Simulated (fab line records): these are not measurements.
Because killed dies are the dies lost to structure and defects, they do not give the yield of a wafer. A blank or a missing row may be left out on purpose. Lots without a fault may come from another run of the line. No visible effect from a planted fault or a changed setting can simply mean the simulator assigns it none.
What tool caused it? :: flow sky130 :: 11 lots (33 wafers sampled), 1 step of a 708-step route

## WHAT THE GAUGES SHOWED, per wafer
SKY_LDD_P_TW_MEAS_11.
lot: L464
measured: day 19 00:05
on: film-metro-04
LDD_P_TW: 638 634 634

lot: L466
measured: day 19 10:03
on: film-metro-04
LDD_P_TW: 633 637 637

lot: L467
measured: day 20 03:46
on: film-metro-04
LDD_P_TW: 639 637 636

lot: L469
measured: day 21 13:04
on: film-metro-02
LDD_P_TW: 629 628 633

lot: L468
measured: day 21 21:59
on: film-metro-02
LDD_P_TW: 628 636 629

lot: L472
measured: day 22 08:53
on: film-metro-04
LDD_P_TW: 646 642 647

lot: L477
measured: day 23 23:47
on: film-metro-03
LDD_P_TW: 623 627 629

lot: L478
measured: day 24 02:11
on: film-metro-03
LDD_P_TW: 630 635 635

lot: L484
measured: day 26 01:23
on: film-metro-02
LDD_P_TW: 630 636 633

lot: L485
measured: day 27 04:03
on: film-metro-04
LDD_P_TW: 644 642 645

lot: L486
measured: day 27 05:14
on: film-metro-03
LDD_P_TW: 627 626 625

## TOOL THAT RAN EACH LOT (tool first, then ch and the chambers of the sampled wafers, then the start)
Before these readings, the record contains no process step.

## THE ANSWER, worked out from the rows above alone
Rule: what is usual is taken from the lots themselves. The widest of any qualifying gaps counts: lots, ordered by their means at a reading, are off when they make up no more than a third of the lots, leave a main group of 4 or more, and stand apart from it by 3 or more times the standard deviation of that group's means. Not used: any main group whose means are identical at the precision the tables above print for the reading. A lot without any number at a reading at which 4 lots or more have one is off too. Any other lot the step has rows for is counted as sound.
No lot is off at any reading shown: from this, nothing can be told.

## WHAT HAD BEEN PUT IN BY THE SIMULATOR
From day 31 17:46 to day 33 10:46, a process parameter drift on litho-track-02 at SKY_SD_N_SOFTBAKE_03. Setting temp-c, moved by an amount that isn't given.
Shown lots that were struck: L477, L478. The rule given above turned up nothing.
